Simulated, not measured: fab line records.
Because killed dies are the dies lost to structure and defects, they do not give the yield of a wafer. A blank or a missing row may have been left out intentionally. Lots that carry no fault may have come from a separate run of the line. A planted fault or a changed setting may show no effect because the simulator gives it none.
Problem report in the 8D (eight disciplines) form, filled by code | flow gf180mcu | the parts of the form that need people (team, actions taken, sign-off) are left out

== 1. PROBLEM STATEMENT ==
Across 6 wafers from 2 lots, LVPWELL_RS at GF_VT_IMPLANT_RS_MEAS_48 averages 1171 ohm/sq, while fault-free wafers read 1197 ohm/sq with a standard deviation of 3.3. That is -7.9 standard deviations from the usual mean.
The step: measures by four-point-probe.
Seen first at day 10 04:31 on film-metro-03, wafer L873.2. Wafers with a number at this step in the record: 39, from 13 lots. Rule for "out", or "out of limits": more than 4 standard deviations from the usual mean. Any other wafer with a number is counted as sound.

== 2. WHAT IT IS; WHAT IT IS NOT ==
question                    | is                     | is not
which readings at this step | LVPWELL_RS             | -
which lots                  | L873, L874             | L863, L864, L866, L870, L871, L872, L878, L879, L883, L885, L886
which wafers of those lots  | all that have a number | -
read on which gauges        | film-metro-03          | film-metro-02, film-metro-04
when                        | from day 10 04:31      | up to then (18 sound wafers); but 15 sound wafers of L878, L879, L883, L885, L886 came after

== 3. SUSPECTS, AND WHAT RULES EACH OUT ==
Counting: a tool at a process step up to the reading stays a suspect if it ran every lot that is out and no sound lot after the first of them.
- the gauge at GF_VT_IMPLANT_RS_MEAS_48 has been ruled out. All the wafers that are out were read on film-metro-03, but those of them that GF_LVPWELL_IMPLANT_08 has rows for are out there too, on other tools.
- implanter-01 at GF_LVPWELL_IMPLANT_08: kept. It processed each lot that is out, first L873 at day 6 05:05, and no sound lot thereafter; up to then, the last sound lot it processed was L872 at day 5 23:19. Its own readings are out on those wafers: dose-ions-cm2.
Left after counting: implanter-01 at GF_LVPWELL_IMPLANT_08.

== 4. THE CAUSE (what the simulator had put in) ==
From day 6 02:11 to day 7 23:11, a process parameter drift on implanter-01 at GF_LVPWELL_IMPLANT_08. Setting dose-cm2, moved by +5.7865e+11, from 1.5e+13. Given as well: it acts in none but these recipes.
Counting left only this tool.

== 5. SEQUENCE OF EFFECTS, ordered by route ==
Each row: a reading whose mean over the struck wafers that have a number lies more than 3 standard deviations from the usual. Scope: only readings with a usual standard deviation given in the record; hours: median across lots of the time from each lot's start at the first step in this table that gives one to its start at this step; sigmas: change in usual standard deviations.
hours | step                     | reading       | usual       | on struck wafers | change      | sigmas
0     | GF_LVPWELL_IMPLANT_08    | dose-ions-cm2 | 1.5001e+13  | 1.5582e+13       | +5.8100e+11 | +36
97    | GF_VT_IMPLANT_RS_MEAS_48 | LVPWELL_RS    | 1197 ohm/sq | 1171             | -26         | -7.9
The process steps in it:
- GF_LVPWELL_IMPLANT_08
At these later measuring or inspecting steps, every struck wafer for which the step has a row has a number for every such reading, and none has moved that far: GF_V3_THK_MEAS_03.

== 6. WHAT WOULD HAVE CAUGHT IT SOONER ==
The first out-of-limits reading at a measuring or inspecting step in this record came at day 10 04:31, 98 hours after the fault's start at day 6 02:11.
Tool's own readings at GF_LVPWELL_IMPLANT_08, dose-ions-cm2: out on all struck wafers the step has rows for; an alarm limit on them would have tripped on the first.
Each of the lots that are out, 2 in all, had begun GF_LVPWELL_IMPLANT_08 on implanter-01 no later than day 10 04:31. None of them would have been spared by holding the tool at that moment.
